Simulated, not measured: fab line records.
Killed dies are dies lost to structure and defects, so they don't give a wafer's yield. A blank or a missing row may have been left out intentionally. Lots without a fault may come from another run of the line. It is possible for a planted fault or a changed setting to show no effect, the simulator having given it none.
A struck lot beside a sound one ; flow gf180mcu ; 27 steps out of a route of 602
Sound: these wafers, L609.2, L609.3, L609.6. Wafers struck: L614.2, L614.5, L614.6. The cause comes at the end.
Order at every step that has rows: each side's tool, ch and its chambers, its first start. Under that, the readings that differ: sound wafers ; struck wafers ; difference of the means ; sigmas: that difference in standard deviations of wafers without a fault.
alike: same words and numbers on both sides, and readings whose means sit less than 2 such deviations apart. not compared: any withheld reading, any reading some wafer has no value for, any bound like >300 that may hide the same value, and any number with overlapping values for which the record gives no deviation.
A row with sigmas, a row that says differs or no value, or rows on one side alone: a step with any of these is where the two part. Numbers that don't overlap but have no deviation are shown without sigmas and don't part them. A reading missing from all wafers of one side parts the sides only when that side holds two or more wafers.

GF_NWELL_STRIP_10: strips in O2/N2.
  sound on plasma asher-01 ch 0,1, day 4 16:22; struck on plasma asher-03 ch 0,1, day 5 21:07
  alike: chamber pressure mTorr, drypump motor current A, heater power w, oes product au, strip time to endpoint s
  not compared: rf hours counter h
GF_NWELL_TW_MEAS_11:
  sound on film metro-04 at day 4 16:29; struck on film metro-03 at day 5 21:14
  alike: NWELL_TW
then, 7 steps without rows for these wafers: GF_LVPWELL_DEHYDRATE_00 (time 60 s); GF_LVPWELL_HMDS_01 (prime time 60 s); GF_LVPWELL_COAT_02 (resist thk 3000 nm); GF_LVPWELL_SOFTBAKE_03; GF_LVPWELL_EXPOSE_04 (exposes mask LVPWELL, target cd 600 nm); GF_LVPWELL_PEB_05; GF_LVPWELL_DEVELOP_06 (develop time 60 s).
GF_LVPWELL_OVL_MEAS_07:
  sound on overlay-01 at day 5 06:02; struck on overlay-02 at day 6 12:05
  alike: LVPWELL_OVL
then, 2 steps without rows for these wafers: GF_LVPWELL_IMPLANT_08; GF_LVPWELL_IMPLANT_09.
GF_LVPWELL_STRIP_10: strips in O2/N2.
  sound on plasma asher-02 ch 1, day 5 06:22; struck on plasma asher-02 ch 0,1, day 6 12:25
  no value came back on the struck wafers for any of 5 readings (chamber pressure mTorr (mTorr), drypump motor current A (A) and others); on the sound wafers chamber pressure mTorr (mTorr) reads 1501.5 1501.1 1499.9
reading;sound;struck;difference;sigmas
model.coat_of_LVPWELL_COAT_02.thk nm (nm);0 0 0;3004 3011 3008;+3008;
  not compared: rf hours counter h
GF_LVPWELL_TW_MEAS_11:
  sound on film metro-03 at day 5 06:29; struck on film metro-03 at day 6 12:31
  alike: LVPWELL_TW
then, 7 steps without rows for these wafers: GF_MVSD_DEHYDRATE_00 (time 60 s); GF_MVSD_HMDS_01 (prime time 60 s); GF_MVSD_COAT_02 (resist thk 3000 nm); GF_MVSD_SOFTBAKE_03; GF_MVSD_EXPOSE_04 (exposes mask MVSD, target cd 1000 nm); GF_MVSD_PEB_05; GF_MVSD_DEVELOP_06 (develop time 60 s).
GF_MVSD_OVL_MEAS_07:
  sound on overlay-02 at day 5 21:50; struck on overlay-02 at day 7 04:16
  alike: MVSD_OVL
then, 2 steps without rows for these wafers: GF_MVSD_IMPLANT_08; GF_MVSD_IMPLANT_09.
GF_MVSD_STRIP_10: strips in O2/N2.
  sound on plasma asher-04 ch 0,1, day 5 22:10; struck on plasma asher-02 ch 0,1, day 7 04:36
reading;sound;struck;difference;sigmas
oes product au (a.u.);0.726 0.724 0.718;0.735 0.743 0.742;+0.017;+4
strip time to endpoint s (s);36.90 36.94 37.05;81.40 81.52 81.37;+44.47;+99 or more
  alike: chamber pressure mTorr, drypump motor current A, heater power w
  not compared: rf hours counter h
GF_MVSD_TW_MEAS_11:
  sound on film metro-01 at day 5 22:16; struck on film metro-03 at day 7 04:43
reading;sound;struck;difference;sigmas
MVSD_TW;1617 1613 1613;31 31 31;-1583;-99
then, 1 step without rows for these wafers: GF_MVPSD_DEHYDRATE_00 (time 60 s).

== WHERE THEY PART ==
Last at GF_MVSD_TW_MEAS_11 as far as this record goes, first at GF_LVPWELL_STRIP_10.

WHY: the cause the simulator had injected
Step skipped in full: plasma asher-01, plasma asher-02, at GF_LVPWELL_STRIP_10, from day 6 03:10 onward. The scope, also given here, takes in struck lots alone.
